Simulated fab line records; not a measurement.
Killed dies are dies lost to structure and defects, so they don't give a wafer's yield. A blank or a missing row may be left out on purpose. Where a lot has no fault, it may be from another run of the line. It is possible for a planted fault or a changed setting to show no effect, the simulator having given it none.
Chamber matching / flow sfq line / SFQ_TRILAYER_I0_CMP_CMP_028 on cmp-02: 4 sister chambers
The step polishes SiO2. 16 wafers are shown with their chamber, then 7 later ones without.

## WAFERS PAIRED WITH THEIR CHAMBERS
wafer=L618.3; chamber=0; motor current A (A)=10.0; time to endpoint s (s)=220; retaining ring pressure frac=1.005
wafer=L618.2; chamber=2; motor current A (A)=10.1; time to endpoint s (s)=225; retaining ring pressure frac=1.006
wafer=L618.5; chamber=0; motor current A (A)=10.0; time to endpoint s (s)=232; retaining ring pressure frac=1.000
wafer=L619.4; chamber=3; motor current A (A)=11.1; time to endpoint s (s)=222; retaining ring pressure frac=1.000
wafer=L619.2; chamber=2; motor current A (A)=9.9; time to endpoint s (s)=218; retaining ring pressure frac=0.990
wafer=L619.6; chamber=3; motor current A (A)=10.9; time to endpoint s (s)=220; retaining ring pressure frac=0.994
wafer=L622.3; chamber=0; motor current A (A)=9.8; time to endpoint s (s)=216; retaining ring pressure frac=0.997
wafer=L622.1; chamber=2; motor current A (A)=10.2; time to endpoint s (s)=224; retaining ring pressure frac=0.998
wafer=L622.5; chamber=0; motor current A (A)=9.4; time to endpoint s (s)=225; retaining ring pressure frac=1.004
wafer=L623.1; chamber=1; motor current A (A)=8.7; time to endpoint s (s)=208; retaining ring pressure frac=0.999
wafer=L623.2; chamber=2; motor current A (A)=10.0; time to endpoint s (s)=216; retaining ring pressure frac=0.996
wafer=L623.3; chamber=0; motor current A (A)=9.4; time to endpoint s (s)=222; retaining ring pressure frac=0.997
wafer=L624.2; chamber=3; motor current A (A)=11.4; time to endpoint s (s)=204; retaining ring pressure frac=1.003
wafer=L624.3; chamber=2; motor current A (A)=10.5; time to endpoint s (s)=220; retaining ring pressure frac=1.010
wafer=L624.5; chamber=2; motor current A (A)=10.2; time to endpoint s (s)=229; retaining ring pressure frac=1.016
wafer=L625.1; chamber=1; motor current A (A)=8.9; time to endpoint s (s)=208; retaining ring pressure frac=1.003

SIGNATURES (averages over the wafers above)
reading=motor current A; chamber 0=9.720; chamber 1=8.800; chamber 2=10.150; chamber 3=11.133; scatter within a chamber=0.247
reading=time to endpoint s; chamber 0=223.00; chamber 1=208.00; chamber 2=222.00; chamber 3=215.33; scatter within a chamber=6.17
reading=retaining ring pressure frac; chamber 0=1.00060; chamber 1=1.00100; chamber 2=1.00267; chamber 3=0.99900; scatter within a chamber=0.00693
Rule: a wafer lies at a distance from a chamber equal to the root of the sum of squares, over the readings, of (its reading less the chamber's mean, divided by the reading's scatter). The wafer belongs to the nearest chamber; if the next one is less than 2 further off, it can't be placed. The scatter is the square root of a quotient: the sum, over the shown wafers, of each reading's squared deviation from its chamber's mean, divided by wafers minus chambers.

## WAFERS WITH NO CHAMBER GIVEN
wafer=L625.2; motor current A (A)=10.1; time to endpoint s (s)=223; retaining ring pressure frac=1.001
wafer=L625.6; motor current A (A)=9.7; time to endpoint s (s)=231; retaining ring pressure frac=0.995
wafer=L626.3; motor current A (A)=9.5; time to endpoint s (s)=217; retaining ring pressure frac=0.990
wafer=L626.4; motor current A (A)=10.4; time to endpoint s (s)=232; retaining ring pressure frac=0.991
wafer=L626.5; motor current A (A)=11.4; time to endpoint s (s)=223; retaining ring pressure frac=1.000
wafer=L638.3; motor current A (A)=8.5; time to endpoint s (s)=206; retaining ring pressure frac=0.994
wafer=L638.5; motor current A (A)=9.3; time to endpoint s (s)=207; retaining ring pressure frac=0.992

## CHAMBER TAKEN BY EACH
wafer=L625.2; from the rows above=can't be placed: 2 or 0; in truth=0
wafer=L625.6; from the rows above=can't be placed: 0 or 2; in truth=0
wafer=L626.3; from the rows above=can't be placed: 0 or 2 or 1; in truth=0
wafer=L626.4; from the rows above=can't be placed: 2 or 0 or 3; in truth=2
wafer=L626.5; from the rows above=3; in truth=3
wafer=L638.3; from the rows above=1; in truth=1
wafer=L638.5; from the rows above=can't be placed: 1 or 0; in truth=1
Correctly placed: 2 of 7. These rows do not allow placing 5 (true chamber among the candidates in 5). Wrongly placed: 0.
